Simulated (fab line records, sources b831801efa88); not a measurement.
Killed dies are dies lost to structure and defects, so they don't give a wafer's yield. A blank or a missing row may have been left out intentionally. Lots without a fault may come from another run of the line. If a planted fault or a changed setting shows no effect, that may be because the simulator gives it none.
Which tool was responsible? / flow gf180mcu / Sampling: 14 lots, 42 wafers, 4 of 602 route steps

WHAT THE GAUGES READ, wafer by wafer
GF_M2_THK_MEAS_06: measures by xrf. Usual: M2_ALCU_THK 452 nm, standard deviation 5.4.
lot=L247; measured=day 18 07:51; on=filmMetro-04; M2_ALCU_THK (nm)=450 445 446; flag=
lot=L248; measured=day 18 18:38; on=filmMetro-04; M2_ALCU_THK (nm)=453 453 454; flag=
lot=L251; measured=day 19 18:59; on=filmMetro-04; M2_ALCU_THK (nm)=450 454 458; flag=
lot=L255; measured=day 21 04:39; on=filmMetro-03; M2_ALCU_THK (nm)=441 455 457; flag=
lot=L256; measured=day 21 14:07; on=filmMetro-04; M2_ALCU_THK (nm)=443 447 456; flag=
lot=L262; measured=day 23 18:40; on=filmMetro-02; M2_ALCU_THK (nm)=449 456 449; flag=
lot=L263; measured=day 24 06:34; on=filmMetro-04; M2_ALCU_THK (nm)=453 446 451; flag=
lot=L264; measured=day 25 04:47; on=filmMetro-03; M2_ALCU_THK (nm)=452 446 459; flag=
lot=L265; measured=day 25 04:59; on=filmMetro-04; M2_ALCU_THK (nm)=465 457 456; flag=
lot=L266; measured=day 25 12:25; on=filmMetro-04; M2_ALCU_THK (nm)=456 452 447; flag=
lot=L267; measured=day 25 15:07; on=filmMetro-03; M2_ALCU_THK (nm)=455 452 457; flag=
lot=L268; measured=day 25 23:09; on=filmMetro-04; M2_ALCU_THK (nm)=454 447 451; flag=
lot=L270; measured=day 26 07:55; on=filmMetro-04; M2_ALCU_THK (nm)=451 454 447; flag=
lot=L269; measured=day 26 09:42; on=filmMetro-03; M2_ALCU_THK (nm)=459 451 460; flag=

GF_M3_RS_MEAS_05: measurement is done with a four-point probe. Usual: M3_ALCU_RS 0.0692 ohm/sq, standard deviation 0.00082.
lot=L247; measured=day 20 10:53; on=filmMetro-01; M3_ALCU_RS (ohm/sq)=0.0696 0.0696 0.0693; flag=
lot=L248; measured=day 20 21:49; on=filmMetro-04; M3_ALCU_RS (ohm/sq)=0.0689 0.0691 0.0696; flag=
lot=L251; measured=day 21 21:35; on=filmMetro-04; M3_ALCU_RS (ohm/sq)=0.0683 0.0689 0.0675; flag=
lot=L255; measured=day 23 06:23; on=filmMetro-02; M3_ALCU_RS (ohm/sq)=0.0706 0.0699 0.0691; flag=
lot=L256; measured=day 23 15:06; on=filmMetro-02; M3_ALCU_RS (ohm/sq)=0.0688 0.0689 0.0696; flag=
lot=L262; measured=day 25 15:51; on=filmMetro-02; M3_ALCU_RS (ohm/sq)=0.0684 0.0700 0.0685; flag=
lot=L263; measured=day 26 05:16; on=filmMetro-04; M3_ALCU_RS (ohm/sq)=0.0694 0.0688 0.0710; flag=
lot=L264; measured=day 27 01:19; on=filmMetro-04; M3_ALCU_RS (ohm/sq)=0.0701 0.0697 0.0678; flag=
lot=L265; measured=day 27 02:17; on=filmMetro-04; M3_ALCU_RS (ohm/sq)=0.0696 0.0692 0.0696; flag=
lot=L266; measured=day 27 09:23; on=filmMetro-04; M3_ALCU_RS (ohm/sq)=0.0692 0.0695 0.0696; flag=
lot=L267; measured=day 27 12:22; on=filmMetro-02; M3_ALCU_RS (ohm/sq)=0.0698 0.0687 0.0686; flag=
lot=L268; measured=day 27 18:34; on=filmMetro-04; M3_ALCU_RS (ohm/sq)=0.0689 0.0704 0.0682; flag=
lot=L270; measured=day 28 03:33; on=filmMetro-04; M3_ALCU_RS (ohm/sq)=0.0707 0.0696 0.0693; flag=
lot=L269; measured=day 28 05:12; on=filmMetro-02; M3_ALCU_RS (ohm/sq)=0.0698 0.0697 0.0709; flag=

GF_V3_THK_MEAS_01. Usual: V3_CVD_00_THK 603 nm, standard deviation 7.2.
lot=L247; measured=day 21 11:10; on=filmMetro-04; V3_CVD_00_THK (nm)=603 615 611; flag=
lot=L248; measured=day 21 23:33; on=filmMetro-03; V3_CVD_00_THK (nm)=603 583 591; flag=
lot=L251; measured=day 22 21:44; on=filmMetro-03; V3_CVD_00_THK (nm)=601 601 601; flag=
lot=L255; measured=day 24 05:14; on=filmMetro-04; V3_CVD_00_THK (nm)=605 606 612; flag=
lot=L256; measured=day 24 14:26; on=filmMetro-04; V3_CVD_00_THK (nm)=603 599 617; flag=
lot=L262; measured=day 26 14:15; on=filmMetro-04; V3_CVD_00_THK (nm)=603 601 595; flag=
lot=L263; measured=day 27 02:59; on=filmMetro-04; V3_CVD_00_THK (nm)=614 610 609; flag=
lot=L264; measured=day 27 21:38; on=filmMetro-03; V3_CVD_00_THK (nm)=602 595 601; flag=
lot=L265; measured=day 27 22:56; on=filmMetro-04; V3_CVD_00_THK (nm)=609 596 601; flag=
lot=L266; measured=day 28 05:56; on=filmMetro-04; V3_CVD_00_THK (nm)=599 608 607; flag=
lot=L267; measured=day 28 09:02; on=filmMetro-03; V3_CVD_00_THK (nm)=601 606 600; flag=
lot=L268; measured=day 28 14:10; on=filmMetro-01; V3_CVD_00_THK (nm)=606 604 603; flag=
lot=L270; measured=day 28 23:28; on=filmMetro-03; V3_CVD_00_THK (nm)=596 608 603; flag=
lot=L269; measured=day 29 00:41; on=filmMetro-04; V3_CVD_00_THK (nm)=607 599 602; flag=

WHAT TOOL EACH LOT RAN ON (gives the tool, then ch and the chambers of the sampled wafers, and finally the start)
lot=L247; GF_M3_SPUTTER_03=pvdSputter-02, day 20 10:49
lot=L248; GF_M3_SPUTTER_03=pvdSputter-01, day 20 21:44
lot=L251; GF_M3_SPUTTER_03=pvdSputter-03, day 21 21:32
lot=L255; GF_M3_SPUTTER_03=pvdSputter-02, day 23 06:20
lot=L256; GF_M3_SPUTTER_03=pvdSputter-03, day 23 15:01
lot=L262; GF_M3_SPUTTER_03=pvdSputter-02, day 25 15:46
lot=L263; GF_M3_SPUTTER_03=pvdSputter-01, day 26 05:11
lot=L264; GF_M3_SPUTTER_03=pvdSputter-01, day 27 01:16
lot=L265; GF_M3_SPUTTER_03=pvdSputter-03, day 27 02:14
lot=L266; GF_M3_SPUTTER_03=pvdSputter-01, day 27 09:18
lot=L267; GF_M3_SPUTTER_03=pvdSputter-01, day 27 12:16
lot=L268; GF_M3_SPUTTER_03=pvdSputter-02, day 27 18:31
lot=L270; GF_M3_SPUTTER_03=pvdSputter-03, day 28 03:28
lot=L269; GF_M3_SPUTTER_03=pvdSputter-02, day 28 05:07
- GF_M3_SPUTTER_03: material Ti, target thk 10 nm, time 6.7 s.

AS READ BY THE TOOLS THEMSELVES (means over the sampled wafers that have a number; for cases with no such wafer, the mark the record gives instead)
GF_M3_SPUTTER_03. Usual: cathodeDcPowerW 3000.0 W, standard deviation 0.48; chamberPressurePa 0.2999 Pa, standard deviation 0.00054; throttleValvePct 29.9 %, standard deviation 1.1.
lot=L247; tool=pvdSputter-02; cathodeDcPowerW (W)=2999.7; chamberPressurePa (Pa)=0.2996; throttleValvePct (%)=30.2; flag=
lot=L248; tool=pvdSputter-01; cathodeDcPowerW (W)=3000.3; chamberPressurePa (Pa)=0.2995; throttleValvePct (%)=30.7; flag=
lot=L251; tool=pvdSputter-03; cathodeDcPowerW (W)=2999.7; chamberPressurePa (Pa)=0.3000; throttleValvePct (%)=28.5; flag=
lot=L255; tool=pvdSputter-02; cathodeDcPowerW (W)=-; chamberPressurePa (Pa)=-; throttleValvePct (%)=-; flag=OFF
lot=L256; tool=pvdSputter-03; cathodeDcPowerW (W)=-; chamberPressurePa (Pa)=-; throttleValvePct (%)=-; flag=OFF
lot=L262; tool=pvdSputter-02; cathodeDcPowerW (W)=3000.5; chamberPressurePa (Pa)=0.3000; throttleValvePct (%)=30.3; flag=
lot=L263; tool=pvdSputter-01; cathodeDcPowerW (W)=3000.1; chamberPressurePa (Pa)=0.2999; throttleValvePct (%)=31.2; flag=
lot=L264; tool=pvdSputter-01; cathodeDcPowerW (W)=3000.7; chamberPressurePa (Pa)=0.2996; throttleValvePct (%)=30.3; flag=
lot=L265; tool=pvdSputter-03; cathodeDcPowerW (W)=3000.0; chamberPressurePa (Pa)=0.3000; throttleValvePct (%)=28.5; flag=
lot=L266; tool=pvdSputter-01; cathodeDcPowerW (W)=3000.0; chamberPressurePa (Pa)=0.2996; throttleValvePct (%)=29.6; flag=
lot=L267; tool=pvdSputter-01; cathodeDcPowerW (W)=3000.4; chamberPressurePa (Pa)=0.2996; throttleValvePct (%)=30.7; flag=
lot=L268; tool=pvdSputter-02; cathodeDcPowerW (W)=3000.3; chamberPressurePa (Pa)=0.3002; throttleValvePct (%)=30.1; flag=
lot=L270; tool=pvdSputter-03; cathodeDcPowerW (W)=3000.6; chamberPressurePa (Pa)=0.2999; throttleValvePct (%)=28.2; flag=
lot=L269; tool=pvdSputter-02; cathodeDcPowerW (W)=2999.3; chamberPressurePa (Pa)=0.3004; throttleValvePct (%)=30.3; flag=

THE ANSWER, worked out from the rows above alone
Rule: lot off if the mean of its wafers having a number is beyond 3 standard deviations from the usual mean. Also off: a lot with no number at a reading for which 4 or more lots have one. The other lots that the step has rows for count as sound. The gauges are gone through in route order, then the tools' own readings, and for those a lot's mean is taken as printed above. At the first step where some lot is off, the reading lying furthest off is the one used; lots without a number count as furthest.
Off at GF_M3_SPUTTER_03 (cathodeDcPowerW): L255, L256. Without a number there: L255, L256.
If a tool, at that step or one of the process steps before it, ran each lot that is off and ran no sound lot following the first of them, it fits. Of those tried, none fits.

WHAT WAS PUT IN BY THE SIMULATOR
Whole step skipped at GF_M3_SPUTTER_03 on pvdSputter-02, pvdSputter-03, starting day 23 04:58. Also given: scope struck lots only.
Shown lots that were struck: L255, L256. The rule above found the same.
